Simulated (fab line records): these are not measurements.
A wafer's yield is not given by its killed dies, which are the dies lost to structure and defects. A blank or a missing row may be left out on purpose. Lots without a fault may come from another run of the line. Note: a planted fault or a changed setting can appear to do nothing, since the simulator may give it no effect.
8D (eight disciplines) problem report, filled in by code | flow sky130 | the parts of the form that need people (team, actions taken, sign-off) are left out

== 1. WHAT IS WRONG ==
Wafers free of any fault read 2594 (standard deviation 33) for LDD_N_TW at SKY_LDD_N_TW_MEAS_17, against a mean of 2933 on 9 wafers of 3 lots. That puts it +10 standard deviations away from the usual mean.
Earliest sighting: wafer L416.2 on film metro-01 at day 24 19:18. The record holds 33 wafers of 11 lots with a number at this step. By rule, "out" or "out of limits" means more than 4 standard deviations away from the usual mean. Any other wafer with a number is counted as sound.

== 2. WHAT IT IS, AND WHAT IT ISN'T ==
question                    | is                                          | is not
which readings at this step | LDD_N_TW                                    | -
which lots                  | L416, L418, L419                            | L399, L403, L404, L405, L406, L417, L420, L422
which wafers of those lots  | all that have a number                      | -
read on which gauges        | film metro-01, film metro-02, film metro-04 | -
when                        | from day 24 19:18                           | up to then (18 sound wafers); but 6 sound wafers of L420, L422 came after

== 3. WHAT RULES OUT EACH SUSPECT ==
Counting: a tool stays on the suspect list if, at a process step up to the reading, it processed all lots that are out and no sound lot following the first of them.
- the gauge at SKY_LDD_N_TW_MEAS_17 is ruled out. 3 gauges (film metro-01, film metro-02, film metro-04) read the wafers that are out.
- implanter-04 at SKY_LDD_N_IMPLANT_11: kept. All lots that are out passed through it, beginning with L416 at day 24 17:44, and no sound lot followed; its final sound lot before that point was L404 at day 20 08:05. On those wafers its own readings are out: beam on s, dose ions cm2.
Left after counting: implanter-04 at SKY_LDD_N_IMPLANT_11.

== 4. THE CAUSE (what the simulator had put in) ==
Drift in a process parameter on implanter-04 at SKY_LDD_N_IMPLANT_11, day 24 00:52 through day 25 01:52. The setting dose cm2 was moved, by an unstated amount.
Only this tool survived the counting.

== 5. THE CHAIN OF EFFECTS, in route order ==
Rows list readings where the struck wafers' mean (over those with a number) sits beyond 3 standard deviations from the usual. Only readings whose record carries a usual standard deviation are examined. hours: median over the lots of the time between each lot's start at the first step of this table that gives one and its start at this step. sigmas: the change, counted in usual standard deviations.
hours | step                 | reading                  | usual     | on struck wafers | change     | sigmas
0     | SKY_LDD_N_IMPLANT_11 | beam on s                | 9.99 s    | 57.58            | +47.59     | +99 or more
0     | SKY_LDD_N_IMPLANT_11 | dose ions cm2            | 7.499e+13 | 4.444e+14        | +3.694e+14 | +99 or more
1     | SKY_LDD_N_STRIP_16   | strip time to endpoint s | 4.315 s   | 5.212            | +0.897     | +60
1     | SKY_LDD_N_TW_MEAS_17 | LDD_N_TW                 | 2594      | 2933             | +339       | +10
Its process steps:
- SKY_LDD_N_IMPLANT_11
- SKY_LDD_N_STRIP_16: strips in O2/N2.

== 6. WHAT WOULD HAVE CAUGHT IT SOONER ==
Counted from the fault's start at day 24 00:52, it took 18 hours until the first out-of-limits reading at a measuring or inspecting step in this record, taken at day 24 19:18.
At SKY_LDD_N_IMPLANT_11, the tool's own readings (beam on s, dose ions cm2) were out on each struck wafer the step has a row for, so an alarm limit on them would have fired on the first such wafer.
Among the 3 lots that are out, L419, L418 began SKY_LDD_N_IMPLANT_11 on implanter-04 after day 24 19:18. A hold on the tool at that time would have spared those 2.
